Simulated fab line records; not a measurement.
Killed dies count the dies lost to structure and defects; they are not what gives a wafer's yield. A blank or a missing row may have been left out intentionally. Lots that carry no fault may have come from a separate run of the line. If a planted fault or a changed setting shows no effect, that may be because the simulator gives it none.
The same fault as seen by 2 desks	flow gf180mcu	each desk has only its own numbers; what lay behind them comes last

## THE METROLOGY DESK
Lot by lot, what the gauges showed, no matter which tool ran the lot: averages of those sampled wafers that carry a number. The brackets show how far a lot's mean lies from the usual mean; more than 4 standard deviations puts the lot out of limits, marked OUT.
Columns: A = MVSD_OVL at GF_MVSD_OVL_MEAS_07, usual 0.2 nm; B = MVSD_TW at GF_MVSD_TW_MEAS_11, usual 1576; C = MVSD_RS at GF_VT_IMPLANT_RS_MEAS_46, usual 456.5 ohm/sq
lot	first seen here	A	B	C
L107	day 4 13:40	0.3	1578	456.8
L108	day 5 06:35	0.1	1592	456.4
L111	day 5 13:01	-1.1	1578	457.1
L112	day 5 21:43	1.0	1589	456.6
L114	day 6 07:02	0.8	1566	456.4
L116	day 6 14:42	0.8	1587	457.3
L117	day 6 17:23	-0.5	1590	455.4
L123	day 8 06:02	1.5	1777 (+15) OUT	369.0 (-88) OUT
L126	day 8 23:35	-0.9	1810 (+18) OUT	370.1 (-86) OUT
L127	day 9 05:13	-0.3	1559	455.2
L129	day 9 16:44	0.4	1556	457.2
L130	day 9 22:14	0.3	1588	457.8
Finding of this desk: L123, L126 out of limits, first seen on L123 at day 8 06:28 (MVSD_TW at GF_MVSD_TW_MEAS_11). Within limits: L107, L108, L111, L112, L114, L116, L117, L127, L129, L130.

## AT THE TOOL OWNER'S DESK: implanter-01
The tool's own readings at GF_MVSD_IMPLANT_08: means of the sampled wafers that have a number, for each lot that ran on this tool. The brackets show how far a lot's mean lies from the usual mean; more than 4 standard deviations puts the lot out of limits, marked OUT.
Columns: A = beamOnS at GF_MVSD_IMPLANT_08, usual 10.00 s; B = doseIonsCm2 at GF_MVSD_IMPLANT_08, usual 1.5998e+13; C = faradayCurrentUA at GF_MVSD_IMPLANT_08, usual 90.2
lot	first seen here	A	B	C
L107	day 4 13:42	10.02	1.5984e+13	90.3
L112	day 5 21:45	9.80	1.6007e+13	92.0
L114	day 6 07:07	9.94	1.5992e+13	90.9
L116	day 6 14:44	10.11	1.5991e+13	89.1
L117	day 6 17:27	9.91	1.6000e+13	90.9
L123	day 8 06:05	10.14	2.5233e+13 (+99 or more) OUT	140.5 (+28) OUT
L126	day 8 23:37	9.87	2.5246e+13 (+99 or more) OUT	143.9 (+30) OUT
This desk's verdict: out of limits on L123, L126, starting with L123 at day 8 06:05 (doseIonsCm2 at GF_MVSD_IMPLANT_08). Within limits: L107, L112, L114, L116, L117.

## TAKEN TOGETHER
At day 8 06:05, on L123, L126, the tool owner's desk was in a position to raise an alarm.
On L123, L126, the metrology desk was in a position to raise an alarm at day 8 06:28.
Of the lots named, all ran GF_MVSD_IMPLANT_08 on implanter-01.

## WHAT WAS PUT IN BY THE SIMULATOR
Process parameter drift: implanter-01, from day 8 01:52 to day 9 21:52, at GF_MVSD_IMPLANT_08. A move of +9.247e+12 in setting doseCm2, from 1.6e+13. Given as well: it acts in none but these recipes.
Struck lots among those shown: L123, L126.
Time in hours from fault onset to the first out-of-limits reading at each desk: tool owner's desk 4, metrology desk 5.
